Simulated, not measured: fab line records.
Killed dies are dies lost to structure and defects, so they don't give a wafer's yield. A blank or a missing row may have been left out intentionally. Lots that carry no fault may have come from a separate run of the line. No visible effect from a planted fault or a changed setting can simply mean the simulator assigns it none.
Shared-tool check ; flow gf180mcu ; Sample size 12 lots and 36 wafers

== WHAT PROMPTED THE OPENING ==
Of 12 lots, 2 have the reading HV_LDD_3_TW flagged at GF_HV_LDD_TW_MEAS_38. Fault-free wafers read 1435, with a standard deviation of 12.
Rule: a lot gets a flag if all its wafers with a number sit over 4 standard deviations from that mean, or if no wafer of it has a number. The rest of the lots are taken to be sound.

lot;measured;on;HV_LDD_3_TW, wafer by wafer;flag
L835;day 11 14:01;film metro-04;1432 1432 1431;
L836;day 11 22:37;film metro-03;1404 1409 1411;
L837;day 12 05:51;film metro-01;1438 1435 1439;
L838;day 12 13:26;film metro-01;1432 1436 1433;
L839;day 12 19:10;film metro-04;1439 1444 1446;
L840;day 13 06:29;film metro-04;1551 1551 1553;FLAGGED
L842;day 13 21:10;film metro-01;1543 1551 1540;FLAGGED
L848;day 15 20:43;film metro-03;1418 1419 1430;
L851;day 17 01:59;film metro-04;1452 1453 1447;
L853;day 17 13:43;film metro-01;1450 1453 1452;
L854;day 17 22:01;film metro-01;1445 1445 1440;
L857;day 18 21:39;film metro-04;1434 1439 1446;
Average over the flagged lots: 1548; offset from the usual +113, equal to +9 standard deviations.

== WHICH TOOL EACH LOT WENT THROUGH ==
Before the reading, the record contains 2 process steps out of a 602-step route. Cell contents, in order: the tool; ch with the chambers the sampled wafers went through; the start.
lot;flag;GF_NWELL_STRIP_10;GF_HV_LDD_IMPLANT_33
L835;;plasma asher-04 ch 0,1, day 3 08:12;implanter-02 ch 0, day 11 13:20
L836;;plasma asher-03 ch 0,1, day 3 14:12;implanter-01 ch 0, day 11 21:55
L837;;plasma asher-04 ch 0,1, day 3 18:09;implanter-01 ch 0, day 12 05:11
L838;;plasma asher-02 ch 0,1, day 4 00:32;implanter-02 ch 0, day 12 12:46
L839;;plasma asher-04 ch 1, day 4 05:10;implanter-01 ch 0, day 12 18:29
L840;FLAGGED;plasma asher-04 ch 0,1, day 4 12:45;implanter-02 ch 0, day 13 05:30
L842;FLAGGED;plasma asher-03 ch 0, day 4 20:14;implanter-02 ch 0, day 13 20:09
L848;;plasma asher-03 ch 0,1, day 6 06:32;implanter-02 ch 0, day 15 20:01
L851;;plasma asher-02 ch 0,1, day 6 23:40;implanter-03 ch 0, day 17 01:17
L853;;plasma asher-03 ch 0,1, day 7 09:24;implanter-03 ch 0, day 17 13:01
L854;;plasma asher-02 ch 0,1, day 7 16:25;implanter-01 ch 0, day 17 21:19
L857;;plasma asher-04 ch 0,1, day 8 08:44;implanter-03 ch 0, day 18 20:57
What these steps do:
- GF_NWELL_STRIP_10: strips in O2/N2.
- GF_HV_LDD_IMPLANT_33
- GF_HV_LDD_TW_MEAS_38

== FLAGGED AGAINST TOTAL, ONE TOOL AT A TIME (gauges that did the reading follow at the end) ==
step;tool;lots run;flagged;share of the flagged lots;sound lots run after its first flagged lot
GF_NWELL_STRIP_10;plasma asher-02;3;0;none;-
GF_NWELL_STRIP_10;plasma asher-03;4;1;some;2 (L848,L853)
GF_NWELL_STRIP_10;plasma asher-04;5;1;some;1 (L857)
GF_HV_LDD_IMPLANT_33;implanter-01;4;0;none;-
GF_HV_LDD_IMPLANT_33;implanter-02;5;2;all;1 (L848)
GF_HV_LDD_IMPLANT_33;implanter-03;3;0;none;-
GF_HV_LDD_TW_MEAS_38;film metro-01;5;1;some;2 (L853,L854)
GF_HV_LDD_TW_MEAS_38;film metro-03;2;0;none;-
GF_HV_LDD_TW_MEAS_38;film metro-04;5;1;some;2 (L851,L857)

== WHAT IS ALLOWED BY THE TABLE ==
All flagged lots share 1 row of the table, namely implanter-02 at GF_HV_LDD_IMPLANT_33.
- implanter-02 at GF_HV_LDD_IMPLANT_33 ran 5 lots, 2 of them flagged. Lots that were sound ran on it after the first flagged one (L848); a persistent fault on the entire tool would not allow that.
None of the table's rows ran every flagged lot and, after the first, no sound lot.

== WHAT THE SIMULATOR HAD PUT IN ==
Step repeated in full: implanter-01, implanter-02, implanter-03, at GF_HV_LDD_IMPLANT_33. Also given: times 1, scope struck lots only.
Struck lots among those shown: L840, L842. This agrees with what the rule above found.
